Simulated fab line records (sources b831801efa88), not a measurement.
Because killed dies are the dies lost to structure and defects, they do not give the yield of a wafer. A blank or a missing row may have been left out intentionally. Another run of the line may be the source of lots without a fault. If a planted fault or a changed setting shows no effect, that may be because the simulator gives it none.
Chamber matching ; flow gf180mcu ; GF_V1_ETCH_16 on rieDiel-01: 4 sister chambers
The step etches BARC in N2/H2. 20 wafers are shown with their chamber, then 10 later ones without.

== WAFERS PAIRED WITH THEIR CHAMBERS ==
wafer;chamber;drypumpMotorCurrentA (A);oesProductAu (a.u.);throttleValvePct (%)
L075.3;3;6.5;0.862;13.223
L075.4;2;6.6;0.855;13.232
L075.5;0;6.2;0.849;13.218
L078.1;1;6.3;0.855;13.230
L078.3;2;6.6;0.853;13.231
L078.6;1;6.3;0.854;13.238
L077.1;2;6.5;0.861;13.228
L077.4;0;6.2;0.853;13.233
L077.6;3;6.5;0.867;13.204
L083.1;0;6.2;0.849;13.240
L083.3;1;6.3;0.867;13.218
L083.6;1;6.3;0.852;13.213
L085.1;3;6.5;0.854;13.234
L085.3;0;6.2;0.855;13.237
L085.6;3;6.5;0.856;13.214
L087.1;3;6.5;0.854;13.240
L087.2;2;6.6;0.856;13.224
L087.3;0;6.2;0.853;13.218
L089.1;1;6.3;0.857;13.232
L089.2;2;6.6;0.852;13.217

SIGNATURES (averages over the wafers above)
reading;chamber 0;chamber 1;chamber 2;chamber 3;scatter within a chamber
drypumpMotorCurrentA;6.200;6.300;6.580;6.500;0.0224
oesProductAu;0.85180;0.85700;0.85540;0.85860;0.00466
throttleValvePct;13.22920;13.22620;13.22640;13.22300;0.0108
Rule: for a wafer and a chamber, the distance is found by dividing, reading by reading, the gap between the wafer's reading and the chamber's mean by the reading's scatter, squaring, summing and taking the root. If the next closest chamber is less than 2 further off than the closest, the wafer can't be placed; otherwise it belongs to the closest. The scatter: take each reading less its chamber's mean, square it, sum over the shown wafers, divide by the number of wafers less the number of chambers, and take the root.

== WAFERS WITHOUT THEIR CHAMBER ==
wafer;drypumpMotorCurrentA (A);oesProductAu (a.u.);throttleValvePct (%)
L089.6;6.5;0.856;13.239
L090.1;6.6;0.865;13.219
L090.3;6.3;0.853;13.223
L090.5;6.5;0.857;13.222
L093.3;6.2;0.854;13.233
L093.5;6.3;0.850;13.201
L093.6;6.6;0.858;13.220
L094.1;6.6;0.849;13.205
L094.2;6.6;0.858;13.223
L094.5;6.6;0.852;13.220

== WHICH CHAMBER EACH WENT THROUGH ==
wafer;from the rows above;in truth
L089.6;3;3
L090.1;2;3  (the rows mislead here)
L090.3;1;1
L090.5;3;3
L093.3;0;0
L093.5;1;1
L093.6;2;2
L094.1;2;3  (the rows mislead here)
L094.2;2;2
L094.5;2;2
Placed correctly: 8 of 10. Can't be placed from these rows: 0. Placed wrongly: 2.
